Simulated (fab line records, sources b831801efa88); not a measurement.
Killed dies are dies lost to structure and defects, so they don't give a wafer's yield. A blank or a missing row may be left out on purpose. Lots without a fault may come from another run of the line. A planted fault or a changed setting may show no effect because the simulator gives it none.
Which tool did it? | flow sky130 | 13 lots, 39 wafers sampled, at 5 steps of a route of 708

WHAT THE GAUGES READ, wafer by wafer
SKY_FIELD_ISO_THK_MEAS_25.
lot  | measured    | on            | FIELD_ISO_CVD_24_THK (nm)
L213 | day 2 19:01 | film_metro-01 | 593 586 587
L214 | day 2 23:00 | film_metro-04 | 584 594 583
L215 | day 3 02:30 | film_metro-02 | 595 587 596
L216 | day 3 10:32 | film_metro-02 | 585 592 591
L218 | day 3 20:35 | film_metro-04 | 599 598 593
L219 | day 4 00:25 | film_metro-01 | 599 600 609
L220 | day 4 06:37 | film_metro-02 | 599 589 599
L222 | day 4 16:23 | film_metro-02 | 587 603 595
L223 | day 4 22:22 | film_metro-02 | 603 598 597
L229 | day 6 05:34 | film_metro-04 | 606 593 603
L231 | day 6 15:19 | film_metro-04 | 590 585 587
L232 | day 6 22:16 | film_metro-01 | 581 591 586
L234 | day 7 12:11 | film_metro-02 | 604 584 610

SKY_SONOS_ONO_THK_MEAS_05.
lot  | measured     | on            | SONOS_ONO_CVD_04_THK (nm)
L213 | day 12 13:24 | film_metro-01 | 5.70 5.65 5.69
L214 | day 12 18:01 | film_metro-04 | 5.62 5.63 5.62
L215 | day 12 21:37 | film_metro-04 | 5.89 5.74 5.86
L216 | day 13 08:29 | film_metro-04 | 5.80 5.76 5.78
L218 | day 14 07:29 | film_metro-04 | 5.65 5.75 5.75
L219 | day 14 12:55 | film_metro-04 | 5.97 6.03 6.04
L220 | day 14 18:52 | film_metro-02 | 5.65 5.64 5.65
L222 | day 15 07:30 | film_metro-04 | 5.77 5.54 5.65
L223 | day 15 14:51 | film_metro-02 | 5.65 5.56 5.61
L229 | day 17 14:47 | film_metro-01 | 5.88 5.73 5.68
L231 | day 18 07:58 | film_metro-02 | 5.82 5.80 5.86
L232 | day 19 00:16 | film_metro-04 | 5.66 5.63 5.59
L234 | day 20 00:44 | film_metro-02 | 5.58 5.53 5.70

SKY_SONOS_ONO_OVL_MEAS_14.
lot  | measured     | on         | SONOS_ONO_OVL (nm)
L213 | day 13 14:51 | overlay-02 | 1.2 0.4 1.9
L214 | day 13 19:07 | overlay-01 | 1.7 3.0 0.3
L215 | day 13 22:58 | overlay-02 | 0.0 -1.1 1.7
L216 | day 14 09:19 | overlay-02 | -1.3 -0.2 0.0
L218 | day 15 10:12 | overlay-01 | 0.1 -0.3 1.4
L219 | day 15 15:53 | overlay-02 | 0.8 1.1 -0.3
L220 | day 15 22:46 | overlay-01 | 0.5 -0.8 1.3
L222 | day 16 11:25 | overlay-01 | 0.3 1.3 0.0
L223 | day 16 18:56 | overlay-02 | -1.3 -0.3 -2.6
L229 | day 18 20:16 | overlay-02 | -0.5 -0.4 -2.0
L231 | day 19 14:34 | overlay-01 | 1.5 2.4 2.4
L232 | day 20 07:09 | overlay-01 | 0.4 1.9 -0.1
L234 | day 21 07:34 | overlay-02 | -1.1 -1.0 -1.8

WHICH TOOL RAN EACH LOT (tool, then ch and the chambers of the sampled wafers, then the start)
lot  | SKY_DNWELL_COAT_02               | SKY_DNWELL_STRIP_08
L213 | litho_track-04 ch 0, day 3 09:14 | plasma_asher-02 ch 0,1, day 3 17:59
L214 | litho_track-02 ch 0, day 3 10:52 | plasma_asher-03 ch 0,1, day 3 20:08
L215 | litho_track-02 ch 0, day 3 15:20 | plasma_asher-02 ch 0,1, day 4 00:18
L216 | litho_track-02 ch 0, day 4 00:47 | plasma_asher-02 ch 0,1, day 4 09:26
L218 | litho_track-02 ch 0, day 4 09:35 | plasma_asher-04 ch 0, day 4 18:51
L219 | litho_track-02 ch 0, day 4 14:49 | plasma_asher-02 ch 0,1, day 4 23:52
L220 | litho_track-02 ch 0, day 4 19:58 | plasma_asher-03 ch 0,1, day 5 05:20
L222 | litho_track-02 ch 0, day 5 05:17 | plasma_asher-02 ch 1, day 5 15:26
L223 | litho_track-02 ch 0, day 5 12:31 | plasma_asher-03 ch 1, day 5 22:02
L229 | litho_track-04 ch 0, day 6 19:32 | plasma_asher-03 ch 0,1, day 7 05:23
L231 | litho_track-04 ch 0, day 7 06:53 | plasma_asher-04 ch 0,1, day 7 16:41
L232 | litho_track-02 ch 0, day 7 17:47 | plasma_asher-02 ch 0,1, day 8 04:12
L234 | litho_track-04 ch 0, day 8 08:32 | plasma_asher-02 ch 0,1, day 8 19:29
- SKY_DNWELL_COAT_02: resist thk 3000 nm.
- SKY_DNWELL_STRIP_08: strips in O2/N2.

WHAT THE TOOLS THEMSELVES READ (means of the sampled wafers that have a number; where no wafer has one, the mark that the record gives instead)
SKY_DNWELL_COAT_02.
lot  | tool           | chill_plate_temp_C (C) | spin_speed_rpm (rpm)
L213 | litho_track-04 | 22.88                  | 2000.9
L214 | litho_track-02 | 23.09                  | 2000.5
L215 | litho_track-02 | 23.08                  | 2000.4
L216 | litho_track-02 | 23.02                  | 2000.6
L218 | litho_track-02 | 23.04                  | 2000.3
L219 | litho_track-02 | 23.04                  | 1998.1
L220 | litho_track-02 | 23.06                  | 2138.0
L222 | litho_track-02 | 23.02                  | 2139.1
L223 | litho_track-02 | 23.08                  | 2138.1
L229 | litho_track-04 | 22.96                  | 1999.7
L231 | litho_track-04 | 22.92                  | 2001.3
L232 | litho_track-02 | 23.04                  | 2000.2
L234 | litho_track-04 | 23.08                  | 1999.1

SKY_DNWELL_STRIP_08.
lot  | tool            | drypump_motor_current_A (A) | oes_product_au (a.u.) | strip_time_to_endpoint_s (s)
L213 | plasma_asher-02 | 6.13                        | 0.727                 | 36.70
L214 | plasma_asher-03 | 6.03                        | 0.719                 | 36.86
L215 | plasma_asher-02 | 6.13                        | 0.721                 | 36.94
L216 | plasma_asher-02 | 6.23                        | 0.724                 | 36.83
L218 | plasma_asher-04 | 6.24                        | 0.719                 | 36.96
L219 | plasma_asher-02 | 6.23                        | 0.722                 | 36.85
L220 | plasma_asher-03 | 5.86                        | 0.721                 | 35.75
L222 | plasma_asher-02 | 6.33                        | 0.723                 | 35.71
L223 | plasma_asher-03 | 6.18                        | 0.723                 | 35.81
L229 | plasma_asher-03 | 6.02                        | 0.723                 | 36.84
L231 | plasma_asher-04 | 6.20                        | 0.720                 | 36.82
L232 | plasma_asher-02 | 6.15                        | 0.723                 | 37.00
L234 | plasma_asher-02 | 6.24                        | 0.725                 | 36.94

THE ANSWER, worked out from the rows above alone
Rule: what is usual is taken from the lots themselves. Put in order of their means at a reading, lots are off if they are a third of the lots or fewer, leave a main group of 4 or more, and stand apart from it by a gap of 3 or more times the standard deviation of the main group's means; of several such gaps the widest counts. A main group whose means are all the same, to the digits that the tables above print for the reading, isn't used. A lot without any number at a reading at which 4 lots or more have one is off too. The other lots that the step has rows for count as sound. The gauges are gone through in route order, then the tools' own readings, and for those a lot's mean is taken as printed above. The first step at which some lot is off is used, and at that step the reading that is off furthest; a lot without a number counts as furthest.
Off: L220, L222, L223, at SKY_DNWELL_COAT_02 (spin_speed_rpm). The main group: mean 2000.1 rpm, standard deviation 0.88.
A tool fits if, at that step or a process step before it, it ran every lot that is off, and no sound lot after the first of them. None of those tried fits.

WHAT THE SIMULATOR HAD PUT IN
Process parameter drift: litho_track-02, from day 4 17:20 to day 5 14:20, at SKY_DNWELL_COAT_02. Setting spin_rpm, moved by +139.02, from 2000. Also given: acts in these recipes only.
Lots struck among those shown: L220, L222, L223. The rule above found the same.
